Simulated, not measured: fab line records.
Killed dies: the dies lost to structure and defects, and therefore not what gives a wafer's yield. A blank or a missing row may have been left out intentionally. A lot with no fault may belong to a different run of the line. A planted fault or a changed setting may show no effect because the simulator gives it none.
fab line records ; flow sky130 ; part 1 of 2: steps 1 to 30 of 40
[record] lots = 5; wafers = 15; last_day = 50
route steps=708 shown CAPM@554 METAL3@555 VIA3@573
lots with no fault: from the same line, run without faults
start_h: the number of hours between the record's first day and the start of the first shown wafer of the lot ; wait_h: hours since the lot's step before ; " unchanged from the row above ; L1.1+2: several wafers, shown together as one row ; - no value, or no start given ; * or withheld: withheld ; < > ~ a bound
route shown NAME@n: a module of which the file shows steps, and the number in the route of the first ; usual: mean/standard deviation taken from wafers without a fault ; same: alike in all rows ; chamber/n: place in a boat ; sites: per-site readings ; _std_site: standard deviation across them ; _edge_site: mean of outer sites minus mean of inner sites ; radius_mm: for every site, how far away it sits from the centre of the wafer ; mask NAME#n: copy n ; behind: the tool/chamber that last shaped the wafer ; hold: the reason the lot was held/the length of the hold in hours/how it ended ; device: names the non-switching transistor (n, p or np) ; end of line: the same wafers' tests at the end of the route ; a step with no rows: only its recipe ; killed: dies lost to structure and defects at the first sort, not the wafer's yield ; map: a wafer's dies, marking killed ones x, the rest . and places with no die _
set.NAME: the setting that was run; set.NAME@STEP: the one run at that earlier step ; model.NAME: the simulator's own value behind a step, which no gauge read
lots at some steps of the route; a table a step, a row a wafer
services: from which hour (start_h, from the record's first day; less than 0 if before it) a tool's chamber was out of use, for how many hours, and why
[[steps]]
[step SKY_CAPM_CLEAN_17]
[recipe] chemistry = O3/DIW; dry = n2_spin
lot.wafer;tool;chamber;start_h;wait_h
L076.3+4+6;wet_bench-04;2;896.66;0.0
L081.1+2+5;wet_bench-03;1;929.82;0.0
L086.2+3+4;wet_bench-04;1;967.97;0.0
L095.1+3+5;wet_bench-03;1;1021.62;0.0
L096.1+2+3;wet_bench-03;0;1033.19;0.0
[step SKY_METAL3_DEHYDRATE_05]
[recipe] temp_c = 200; time_s = 60
lot.wafer;tool;chamber;start_h;wait_h
L076.3+4+6;litho_track-01;0;909.02;12.3
L081.1+2+5;litho_track-02;0;941.91;12.0
L086.2+3+4;litho_track-04;0;979.01;10.9
L095.1+3+5;litho_track-02;0;1032.51;10.8
L096.1+2+3;litho_track-01;0;1044.27;11.0
[step SKY_METAL3_HMDS_06]
[recipe] prime_time_s = 60; prime_temp_c = 120
[usual] prime_temp_c = 119.97/0.13
lot.wafer;tool;chamber;start_h;wait_h;prime_temp_c
L076.3;litho_track-01;0;909.17;0.1;120.24
L076.4;litho_track-01;0;909.17;0.1;120.11
L076.6;litho_track-01;0;909.17;0.1;120.21
L081.1;litho_track-02;0;942.06;0.1;119.90
L081.2;litho_track-02;0;942.06;0.1;120.01
L081.5;litho_track-02;0;942.06;0.1;119.95
L086.2;litho_track-04;0;979.16;0.1;119.90
L086.3;litho_track-04;0;979.16;0.1;120.12
L086.4;litho_track-04;0;979.16;0.1;120.05
L095.1;litho_track-02;0;1032.66;0.1;120.17
L095.3;litho_track-02;0;1032.66;0.1;120.03
L095.5;litho_track-02;0;1032.66;0.1;119.91
L096.1;litho_track-01;0;1044.42;0.1;119.92
L096.2;litho_track-01;0;1044.42;0.1;119.90
L096.3;litho_track-01;0;1044.42;0.1;119.74
[step SKY_METAL3_COAT_07]
[recipe] resist = BARC; temp_c = withheld; time_s = withheld; spin_rpm = 3000; resist_thk_nm = 60
[usual] spin_speed_rpm = 3000.2/2
lot.wafer;tool;chamber;start_h;wait_h;spin_speed_rpm
L076.3;litho_track-01;0;909.32;0.1;3002.0
L076.4;litho_track-01;0;909.32;0.1;3001.4
L076.6;litho_track-01;0;909.32;0.1;3002.5
L081.1;litho_track-02;0;942.21;0.1;3000.4
L081.2;litho_track-02;0;942.21;0.1;3002.5
L081.5;litho_track-02;0;942.21;0.1;3001.9
L086.2;litho_track-04;0;979.31;0.1;2997.5
L086.3;litho_track-04;0;979.31;0.1;2999.3
L086.4;litho_track-04;0;979.31;0.1;2998.2
L095.1;litho_track-02;0;1032.81;0.1;3002.9
L095.3;litho_track-02;0;1032.81;0.1;3001.1
L095.5;litho_track-02;0;1032.81;0.1;3003.8
L096.1;litho_track-01;0;1044.57;0.1;3001.3
L096.2;litho_track-01;0;1044.57;0.1;3000.7
L096.3;litho_track-01;0;1044.57;0.1;3002.7
[step SKY_METAL3_COAT_08]
[recipe] resist = KrF-thick; spin_rpm = 3000; resist_thk_nm = 1140
[usual] spin_speed_rpm = 3000.1/2.2
lot.wafer;tool;chamber;start_h;wait_h;spin_speed_rpm
L076.3;litho_track-01;0;-;-;3003.4
L076.4;litho_track-01;0;-;-;2998.7
L076.6;litho_track-01;0;-;-;2998.9
L081.1;litho_track-02;0;-;-;2995.0
L081.2;litho_track-02;0;-;-;2997.9
L081.5;litho_track-02;0;-;-;3001.9
L086.2;litho_track-04;0;-;-;3000.3
L086.3;litho_track-04;0;-;-;2996.5
L086.4;litho_track-04;0;-;-;2997.6
L095.1;litho_track-02;0;-;-;2998.6
L095.3;litho_track-02;0;-;-;2999.0
L095.5;litho_track-02;0;-;-;3001.4
L096.1;litho_track-01;0;-;-;3002.5
L096.2;litho_track-01;0;-;-;2998.6
L096.3;litho_track-01;0;-;-;2999.6
[step SKY_METAL3_SOFTBAKE_09]
[recipe] temp_c = 100; time_s = 90; resist = KrF-thick
lot.wafer;tool;chamber;start_h;wait_h
L076.3+4+6;litho_track-01;0;-;-
L081.1+2+5;litho_track-02;0;-;-
L086.2+3+4;litho_track-04;0;-;-
L095.1+3+5;litho_track-02;0;-;-
L096.1+2+3;litho_track-01;0;-;-
[step SKY_METAL3_EXPOSE_10]
[recipe] mask_id = MM3; na = 0.68; source_shape = annular; sigma_inner = 0.4; sigma_outer = 0.8; target_cd_nm = 300; dose_mj = 28.62
lot.wafer;tool;chamber;start_h;wait_h;mask
L076.3+4+6;krf_scanner-02;0;-;-;MM3#0
L081.1+2+5;krf_scanner-02;0;-;-;MM3#0
L086.2+3+4;krf_scanner-02;0;-;-;MM3#0
L095.1+3+5;krf_scanner-02;0;-;-;MM3#0
L096.1+2+3;krf_scanner-02;0;-;-;MM3#0
[step SKY_METAL3_PEB_11]
[recipe] peb_temp_c = withheld; peb_time_s = withheld; resist = KrF-thick
lot.wafer;tool;chamber;start_h;wait_h
L076.3+4+6;litho_track-02;0;-;-
L081.1+2+5;litho_track-01;0;-;-
L086.2+3+4;litho_track-04;0;-;-
L095.1+3+5;litho_track-02;0;-;-
L096.1+2+3;litho_track-04;0;-;-
[step SKY_METAL3_DEVELOP_12]
[recipe] develop_time_s = 60; resist = KrF-thick; dev_temp_c = 21
lot.wafer;tool;chamber;start_h;wait_h
L076.3+4+6;litho_track-02;0;-;-
L081.1+2+5;litho_track-01;0;-;-
L086.2+3+4;litho_track-04;0;-;-
L095.1+3+5;litho_track-02;0;-;-
L096.1+2+3;litho_track-04;0;-;-
[step SKY_METAL3_CD_MEAS_13]
[recipe] target_cd_nm = 300
[usual] cd_nm = 300.3/1.1
lot.wafer;tool;chamber;start_h;wait_h;cd_nm
L076.3;cd_sem-01;-;921.65;-;300.1
L076.4;cd_sem-01;-;921.65;-;300.5
L076.6;cd_sem-01;-;921.65;-;300.5
L081.1;cd_sem-01;-;954.12;-;299.4
L081.2;cd_sem-01;-;954.12;-;300.5
L081.5;cd_sem-01;-;954.12;-;301.1
L086.2;cd_sem-02;-;992.16;-;301.7
L086.3;cd_sem-02;-;992.16;-;299.6
L086.4;cd_sem-02;-;992.16;-;300.4
L095.1;cd_sem-02;-;1044.66;-;300.3
L095.3;cd_sem-02;-;1044.66;-;300.3
L095.5;cd_sem-02;-;1044.66;-;300.5
L096.1;cd_sem-01;-;1055.29;-;301.7
L096.2;cd_sem-01;-;1055.29;-;301.3
L096.3;cd_sem-01;-;1055.29;-;300.9
[step SKY_METAL3_OVL_MEAS_14]
[usual] METAL3_OVL = 1/5.9
lot.wafer;tool;chamber;start_h;wait_h;METAL3_OVL[nm]
L076.3;overlay-01;-;921.74;0.1;0
L076.4;overlay-01;-;921.74;0.1;-9
L076.6;overlay-01;-;921.74;0.1;-8
L081.1;overlay-01;-;954.24;0.1;0
L081.2;overlay-01;-;954.24;0.1;4
L081.5;overlay-01;-;954.24;0.1;-2
L086.2;overlay-01;-;992.26;0.1;6
L086.3;overlay-01;-;992.26;0.1;-2
L086.4;overlay-01;-;992.26;0.1;3
L095.1;overlay-02;-;1044.78;0.1;2
L095.3;overlay-02;-;1044.78;0.1;-1
L095.5;overlay-02;-;1044.78;0.1;6
L096.1;overlay-01;-;1055.41;0.1;-3
L096.2;overlay-01;-;1055.41;0.1;2
L096.3;overlay-01;-;1055.41;0.1;1
[step SKY_METAL3_DESCUM_15]
[recipe] chemistry = O2; source_power_w = 150; bias_power_w = 0; pressure_mtorr = 10; temp_c = 40; time_s = 8
[usual] drypump_motor_current_A = 5.5/0.36; oes_product_au = 1.004/0.011
lot.wafer;tool;chamber;start_h;wait_h;drypump_motor_current_A;oes_product_au;rf_hours_counter_h
L076.3;rie_metal-02;1;921.78;0.0;5.7;0.980;-
L076.4;rie_metal-02;0;921.78;0.0;5.0;0.992;-
L076.6;rie_metal-02;1;921.78;0.0;5.7;0.981;-
L081.1;rie_metal-01;1;954.28;0.0;5.4;1.011;21
L081.2;rie_metal-01;0;954.28;0.0;5.3;1.007;3
L081.5;rie_metal-01;0;954.28;0.0;5.3;0.999;-
L086.2;rie_metal-01;1;992.29;0.0;5.4;1.005;22
L086.3;rie_metal-01;1;992.29;0.0;5.4;1.006;-
L086.4;rie_metal-01;0;992.29;0.0;5.4;1.002;-
L095.1;rie_metal-01;1;1044.82;0.0;5.4;1.014;0
L095.3;rie_metal-01;0;1044.82;0.0;5.4;1.005;-
L095.5;rie_metal-01;1;1044.82;0.0;5.4;1.006;-
L096.1;rie_metal-03;1;1055.44;0.0;5.5;1.016;7
L096.2;rie_metal-03;0;1055.44;0.0;6.2;1.015;17
L096.3;rie_metal-03;0;1055.44;0.0;6.2;1.005;-
[step SKY_METAL3_ETCH_16]
[recipe] chemistry = N2/H2; target = BARC; ion_energy_ev = 200; bias_w = 100; pressure_mtorr = 30; n2_flow_sccm = 100; h2_flow_sccm = 200; icp_w = 500; stop_on = SiO2; time_s = 88.2; target_depth_a = 600
[usual] drypump_motor_current_A = 5.5/0.37; oes_product_au = 0.626/0.0047; throttle_valve_pct = 13.206/0.0096
lot.wafer;tool;chamber;start_h;wait_h;drypump_motor_current_A;oes_product_au;rf_hours_counter_h;throttle_valve_pct
L076.3;rie_metal-02;1;921.83;0.0;5.8;0.623;-;13.210
L076.4;rie_metal-02;0;921.83;0.0;5.0;0.624;-;13.205
L076.6;rie_metal-02;1;921.83;0.0;5.8;0.636;-;13.223
L081.1;rie_metal-01;1;954.31;0.0;5.4;0.629;21;13.203
L081.2;rie_metal-01;0;954.31;0.0;5.4;0.623;3;13.218
L081.5;rie_metal-01;0;954.31;0.0;5.4;0.628;-;13.211
L086.2;rie_metal-01;1;992.33;0.0;5.4;0.622;22;13.201
L086.3;rie_metal-01;1;992.33;0.0;5.4;0.625;-;13.190
L086.4;rie_metal-01;0;992.33;0.0;5.3;0.625;-;13.211
L095.1;rie_metal-01;1;1044.85;0.0;5.4;0.633;0;13.210
L095.3;rie_metal-01;0;1044.85;0.0;5.4;0.632;-;13.213
L095.5;rie_metal-01;1;1044.85;0.0;5.4;0.631;-;13.194
L096.1;rie_metal-03;1;1055.48;0.0;5.5;0.626;7;13.217
L096.2;rie_metal-03;0;1055.48;0.0;6.2;0.622;17;13.186
L096.3;rie_metal-03;0;1055.48;0.0;6.2;0.629;-;13.199
[step SKY_METAL3_ETCH_17]
[recipe] target = SiO2; stop_on = TiN; chemistry = C4F8/O2/Ar; source_w = 1500; bias_w = 1200; pressure_mtorr = 40; c4f8_flow_sccm = withheld; O2_flow_sccm = 6; Ar_flow_sccm = 300; time_s = 3.9; target_depth_a = 150
[usual] oes_product_au = 0.756/0.0062
lot.wafer;tool;chamber;start_h;wait_h;oes_product_au;rf_hours_counter_h
L076.3;rie_diel-04;3;921.90;0.0;0.758;10
L076.4;rie_diel-04;2;921.90;0.0;0.755;13
L076.6;rie_diel-04;1;921.90;0.0;0.757;-
L081.1;rie_diel-04;3;954.41;0.1;0.751;10
L081.2;rie_diel-04;2;954.41;0.1;0.752;13
L081.5;rie_diel-04;3;954.41;0.1;0.758;-
L086.2;rie_diel-04;0;992.42;0.1;0.759;15
L086.3;rie_diel-04;1;992.42;0.1;0.752;16
L086.4;rie_diel-04;0;992.42;0.1;0.758;-
L095.1;rie_diel-02;1;1044.95;0.1;0.749;20
L095.3;rie_diel-02;2;1044.95;0.1;0.760;13
L095.5;rie_diel-02;3;1044.95;0.1;0.758;-
L096.1;rie_diel-04;2;1055.58;0.1;0.744;15
L096.2;rie_diel-04;0;1055.58;0.1;0.745;17
L096.3;rie_diel-04;3;1055.58;0.1;0.743;13
[step SKY_METAL3_METAL_ETCH_18]
[recipe] target_depth_a = 8450; stop_on = SiO2; over_etch_frac = 0.3; time_s = 183.1; chemistry = Cl2/BCl3; resist_sidewall_deg = 88; pressure_mtorr = 10; icp_w = 900; bias_w = 48.5; Cl2_flow_sccm = 60; bcl3_flow_sccm = 30
[usual] drypump_motor_current_A = 5.6/0.39; mfc_cl2_sccm = 59.97/0.19; oes_product_au = 0.867/0.007; throttle_valve_pct = 22.264/0.0099
lot.wafer;tool;chamber;start_h;wait_h;drypump_motor_current_A;mfc_cl2_sccm;oes_product_au;rf_hours_counter_h;throttle_valve_pct
L076.3;rie_metal-03;0;922.03;0.1;6.2;59.75;0.870;-;22.271
L076.4;rie_metal-03;0;922.03;0.1;6.2;59.55;0.870;-;22.254
L076.6;rie_metal-03;0;922.03;0.1;6.2;59.80;0.867;-;22.253
L081.1;rie_metal-03;1;954.43;0.0;5.5;60.03;0.859;2;22.271
L081.2;rie_metal-03;0;954.43;0.0;6.2;60.01;0.878;12;22.257
L081.5;rie_metal-03;0;954.43;0.0;6.2;59.87;0.867;-;22.264
L086.2;rie_metal-02;0;992.44;0.0;5.0;59.90;0.854;21;22.260
L086.3;rie_metal-02;1;992.44;0.0;5.8;59.94;0.873;-;22.266
L086.4;rie_metal-02;0;992.44;0.0;5.0;60.18;0.866;-;22.260
L095.1;rie_metal-02;1;1044.97;0.0;5.8;59.89;0.876;7;22.278
L095.3;rie_metal-02;1;1044.97;0.0;5.8;60.12;0.864;-;22.259
L095.5;rie_metal-02;0;1044.97;0.0;5.0;60.12;0.875;-;22.241
L096.1;rie_metal-01;0;1055.59;0.0;5.4;59.69;0.866;10;22.272
L096.2;rie_metal-01;1;1055.59;0.0;5.4;60.01;0.852;1;22.259
L096.3;rie_metal-01;1;1055.59;0.0;5.4;60.02;0.868;-;22.257
[step SKY_METAL3_STRIP_19]
[recipe] chemistry = O2/N2; power_w = 1400; pressure_mtorr = 1500; platen_temp_c = withheld; o2_flow_sccm = 3000; n2_flow_sccm = 300; overash_fraction = 0.5
[usual] drypump_motor_current_A = 5.8/0.36; oes_product_au = 0.501/0.0058; strip_time_to_endpoint_s = 6.51/0.082
lot.wafer;tool;chamber;start_h;wait_h;drypump_motor_current_A;oes_product_au;rf_hours_counter_h;strip_time_to_endpoint_s
L076.3;plasma_asher-02;1;922.30;0.2;6.0;0.493;-;6.55
L076.4;plasma_asher-02;0;922.30;0.2;5.9;0.505;-;6.57
L076.6;plasma_asher-02;0;922.30;0.2;6.0;0.508;-;6.60
L081.1;plasma_asher-04;1;954.61;0.1;6.3;0.502;25;6.39
L081.2;plasma_asher-04;0;954.61;0.1;5.4;0.495;25;6.43
L081.5;plasma_asher-04;1;954.61;0.1;6.3;0.496;-;6.47
L086.2;plasma_asher-04;0;992.62;0.1;5.4;0.500;29;6.32
L086.3;plasma_asher-04;1;992.62;0.1;6.3;0.505;-;6.56
L086.4;plasma_asher-04;0;992.62;0.1;5.3;0.492;-;6.41
L095.1;plasma_asher-01;1;1045.14;0.1;5.4;0.501;89;6.63
L095.3;plasma_asher-01;1;1045.14;0.1;5.4;0.506;-;6.64
L095.5;plasma_asher-01;1;1045.14;0.1;5.4;0.501;-;6.51
L096.1;plasma_asher-04;1;1055.77;0.1;6.3;0.496;35;6.62
L096.2;plasma_asher-04;0;1055.77;0.1;5.4;0.493;35;6.52
L096.3;plasma_asher-04;0;1055.77;0.1;5.4;0.499;-;6.46
[step SKY_METAL3_STRIP_20]
[recipe] chemistry = post_etch_residue_remover; time_s = 1200; temp_c = 72.5
lot.wafer;tool;chamber;start_h;wait_h
L076.3+4+6;wet_bench-01;0;922.37;0.0
L081.1+2+5;wet_bench-02;2;954.71;0.1
L086.2+3+4;wet_bench-02;3;992.72;0.1
L095.1+3+5;wet_bench-03;0;1045.24;0.1
L096.1+2+3;wet_bench-03;1;1055.87;0.1
[step SKY_METAL3_CLEAN_21]
[recipe] chemistry = IPA; time_s = 180; temp_c = 25
lot.wafer;tool;chamber;start_h;wait_h
L076.3+4+6;wet_bench-03;0;922.71;0.0
L081.1+2+5;wet_bench-01;3;955.05;0.0
L086.2+3+4;wet_bench-03;1;993.06;0.0
L095.1+3+5;wet_bench-01;2;1045.93;0.0
L096.1+2+3;wet_bench-02;3;1056.21;0.0
[step SKY_METAL3_CLEAN_22]
[recipe] chemistry = O3/DIW; dry = n2_spin
lot.wafer;tool;chamber;start_h;wait_h
L076.3+4+6;wet_bench-01;1;922.77;0.0
L081.1+2+5;wet_bench-03;3;955.11;0.0
L086.2+3+4;wet_bench-02;0;993.12;0.0
L095.1+3+5;wet_bench-02;1;1045.99;0.0
L096.1+2+3;wet_bench-01;3;1056.27;0.0
[step SKY_VIA3_HDPCVD_00]
[recipe] material = SiO2; target_thk_nm = 1635; sigma_open_frac = 0.3; time_s = 272.5; temp_c = 400; sih4_flow_sccm = 60; pressure_mtorr = 6
lot.wafer;tool;chamber;start_h;wait_h
L076.3+4+6;hdpcvd-02;2,0,2;922.86;0.0
L081.1+2+5;hdpcvd-01;0,1,2;955.20;0.0
L086.2+3+4;hdpcvd-02;2,0,2;993.21;0.0
L095.1+3+5;hdpcvd-02;0,2,1;1046.08;0.0
L096.1+2+3;hdpcvd-02;2,1,0;1056.36;0.0
[step SKY_VIA3_THK_MEAS_01]
[recipe] reads = SiO2_of_VIA3_HDPCVD_00
[usual] VIA3_HDPCVD_THK = 1630/17
lot.wafer;tool;chamber;start_h;wait_h;VIA3_HDPCVD_THK[nm]
L076.3;film_metro-03;-;923.05;0.1;1628
L076.4;film_metro-03;-;923.05;0.1;1647
L076.6;film_metro-03;-;923.05;0.1;1610
L081.1;film_metro-03;-;955.37;0.1;1642
L081.2;film_metro-03;-;955.37;0.1;1613
L081.5;film_metro-03;-;955.37;0.1;1630
L086.2;film_metro-04;-;993.39;0.1;1628
L086.3;film_metro-04;-;993.39;0.1;1632
L086.4;film_metro-04;-;993.39;0.1;1612
L095.1;film_metro-02;-;1046.25;0.1;1642
L095.3;film_metro-02;-;1046.25;0.1;1653
L095.5;film_metro-02;-;1046.25;0.1;1615
L096.1;film_metro-02;-;1056.53;0.1;1670
L096.2;film_metro-02;-;1056.53;0.1;1640
L096.3;film_metro-02;-;1056.53;0.1;1650
[step SKY_VIA3_CMP_02]
[recipe] material = SiO2; down_force_psi = 4; platen_rpm = 60; pad_velocity_m_s = 0.94248
[usual] motor_current_A = 11.9/0.54; retaining_ring_pressure_frac = 1.000/0.0053; slurry_flow_ml_min = 150.0/0.46
lot.wafer;tool;chamber;start_h;wait_h;motor_current_A;retaining_ring_pressure_frac;slurry_flow_ml_min
L076.3;cmp-01;3;923.63;0.6;12.3;1.002;150.4
L076.4;cmp-01;1;923.63;0.6;12.3;0.997;149.4
L076.6;cmp-01;2;923.63;0.6;11.7;1.002;149.6
L081.1;cmp-01;2;955.53;0.1;11.3;1.009;150.4
L081.2;cmp-01;3;955.53;0.1;13.0;0.994;149.4
L081.5;cmp-01;0;955.53;0.1;12.6;1.006;149.6
L086.3;cmp-01;1;993.71;0.3;12.4;0.996;149.7
L086.2;cmp-01;2;993.71;0.3;11.4;1.000;150.2
L086.4;cmp-01;3;993.71;0.3;12.8;1.009;149.8
L095.3;cmp-01;0;1046.31;0.0;12.2;0.997;149.9
L095.1;cmp-01;1;1046.31;0.0;12.3;0.996;150.2
L095.5;cmp-01;0;1046.31;0.0;11.7;1.003;150.7
L096.2;cmp-01;3;1056.59;0.0;13.1;0.998;150.2
L096.3;cmp-01;0;1056.59;0.0;11.7;0.996;151.5
L096.1;cmp-01;1;1056.59;0.0;12.2;0.996;150.2
[step SKY_VIA3_BOW_MEAS_03]
[recipe] mode = bow
[usual] VIA3_BOW = 81/7.4
lot.wafer;tool;chamber;start_h;wait_h;VIA3_BOW[um]
L076.3;film_metro-04;-;923.92;0.2;84
L076.4;film_metro-04;-;923.92;0.2;63
L076.6;film_metro-04;-;923.92;0.2;85
L081.1;film_metro-03;-;955.73;0.1;78
L081.2;film_metro-03;-;955.73;0.1;83
L081.5;film_metro-03;-;955.73;0.1;77
L086.2;film_metro-02;-;994.03;0.2;93
L086.3;film_metro-02;-;994.03;0.2;75
L086.4;film_metro-02;-;994.03;0.2;79
L095.1;film_metro-03;-;1046.61;0.2;73
L095.3;film_metro-03;-;1046.61;0.2;90
L095.5;film_metro-03;-;1046.61;0.2;92
L096.1;film_metro-02;-;1056.89;0.1;76
L096.2;film_metro-02;-;1056.89;0.1;76
L096.3;film_metro-02;-;1056.89;0.1;84
[step SKY_VIA3_DEHYDRATE_04]
[recipe] temp_c = 200; time_s = 60
lot.wafer;tool;chamber;start_h;wait_h
L076.3+4+6;litho_track-01;0;935.27;11.3
L081.1+2+5;litho_track-02;0;967.36;11.6
L086.2+3+4;litho_track-02;0;1004.44;10.4
L095.1+3+5;litho_track-02;0;1056.51;9.9
L096.1+2+3;litho_track-01;0;1067.82;10.9
[step SKY_VIA3_HMDS_05]
[recipe] prime_time_s = 60; prime_temp_c = 120
[usual] prime_temp_c = 120.03/0.13
lot.wafer;tool;chamber;start_h;wait_h;prime_temp_c
L076.3;litho_track-01;0;935.42;0.1;119.66
L076.4;litho_track-01;0;935.42;0.1;119.96
L076.6;litho_track-01;0;935.42;0.1;119.91
L081.1;litho_track-02;0;967.51;0.1;120.00
L081.2;litho_track-02;0;967.51;0.1;120.08
L081.5;litho_track-02;0;967.51;0.1;120.15
L086.2;litho_track-02;0;1004.59;0.1;119.85
L086.3;litho_track-02;0;1004.59;0.1;120.06
L086.4;litho_track-02;0;1004.59;0.1;119.98
L095.1;litho_track-02;0;1056.66;0.1;120.08
L095.3;litho_track-02;0;1056.66;0.1;119.75
L095.5;litho_track-02;0;1056.66;0.1;119.96
L096.1;litho_track-01;0;1067.97;0.1;119.78
L096.2;litho_track-01;0;1067.97;0.1;119.92
L096.3;litho_track-01;0;1067.97;0.1;119.90
[step SKY_VIA3_COAT_06]
[recipe] resist = BARC; temp_c = withheld; time_s = withheld; spin_rpm = 3000; resist_thk_nm = 60
[usual] spin_speed_rpm = 2999.6/2
lot.wafer;tool;chamber;start_h;wait_h;spin_speed_rpm
L076.3;litho_track-01;0;935.57;0.1;3000.0
L076.4;litho_track-01;0;935.57;0.1;3003.0
L076.6;litho_track-01;0;935.57;0.1;2999.2
L081.1;litho_track-02;0;967.66;0.1;2997.4
L081.2;litho_track-02;0;967.66;0.1;2998.4
L081.5;litho_track-02;0;967.66;0.1;2998.9
L086.2;litho_track-02;0;1004.74;0.1;2999.5
L086.3;litho_track-02;0;1004.74;0.1;2999.5
L086.4;litho_track-02;0;1004.74;0.1;2997.9
L095.1;litho_track-02;0;1056.81;0.1;2997.1
L095.3;litho_track-02;0;1056.81;0.1;2999.4
L095.5;litho_track-02;0;1056.81;0.1;3001.1
L096.1;litho_track-01;0;1068.12;0.1;3002.7
L096.2;litho_track-01;0;1068.12;0.1;3001.8
L096.3;litho_track-01;0;1068.12;0.1;2997.4
[step SKY_VIA3_COAT_07]
[recipe] resist = KrF-thick; spin_rpm = 3000; resist_thk_nm = 450
[usual] spin_speed_rpm = 2999.8/2.1
lot.wafer;tool;chamber;start_h;wait_h;spin_speed_rpm
L076.3;litho_track-01;0;-;-;3002.0
L076.4;litho_track-01;0;-;-;3002.9
L076.6;litho_track-01;0;-;-;3001.5
L081.1;litho_track-02;0;-;-;3000.5
L081.2;litho_track-02;0;-;-;3001.1
L081.5;litho_track-02;0;-;-;2999.8
L086.2;litho_track-02;0;-;-;2998.1
L086.3;litho_track-02;0;-;-;3000.6
L086.4;litho_track-02;0;-;-;2998.5
L095.1;litho_track-02;0;-;-;3000.2
L095.3;litho_track-02;0;-;-;3002.0
L095.5;litho_track-02;0;-;-;3002.2
L096.1;litho_track-01;0;-;-;3002.1
L096.2;litho_track-01;0;-;-;2998.9
L096.3;litho_track-01;0;-;-;2998.5
[step SKY_VIA3_SOFTBAKE_08]
[recipe] temp_c = 100; time_s = 90; resist = KrF-thick
lot.wafer;tool;chamber;start_h;wait_h
L076.3+4+6;litho_track-01;0;-;-
L081.1+2+5;litho_track-02;0;-;-
L086.2+3+4;litho_track-02;0;-;-
L095.1+3+5;litho_track-02;0;-;-
L096.1+2+3;litho_track-01;0;-;-
[step SKY_VIA3_EXPOSE_09]
[recipe] mask_id = VIM3; na = 0.8; source_shape = annular; sigma_inner = 0.55; sigma_outer = 0.85; target_cd_nm = 200; dose_mj = 38
lot.wafer;tool;chamber;start_h;wait_h;mask
L076.3+4+6;krf_scanner-01;0;-;-;VIM3#0
L081.1+2+5;krf_scanner-01;0;-;-;VIM3#0
L086.2+3+4;krf_scanner-02;0;-;-;VIM3#0
L095.1+3+5;krf_scanner-01;0;-;-;VIM3#0
L096.1+2+3;krf_scanner-02;0;-;-;VIM3#0
[step SKY_VIA3_PEB_10]
[recipe] peb_temp_c = withheld; peb_time_s = withheld; resist = KrF-thick
lot.wafer;tool;chamber;start_h;wait_h
L076.3+4+6;litho_track-02;0;-;-
L081.1+2+5;litho_track-03;0;-;-
L086.2+3+4;litho_track-02;0;-;-
L095.1+3+5;litho_track-02;0;-;-
L096.1+2+3;litho_track-02;0;-;-
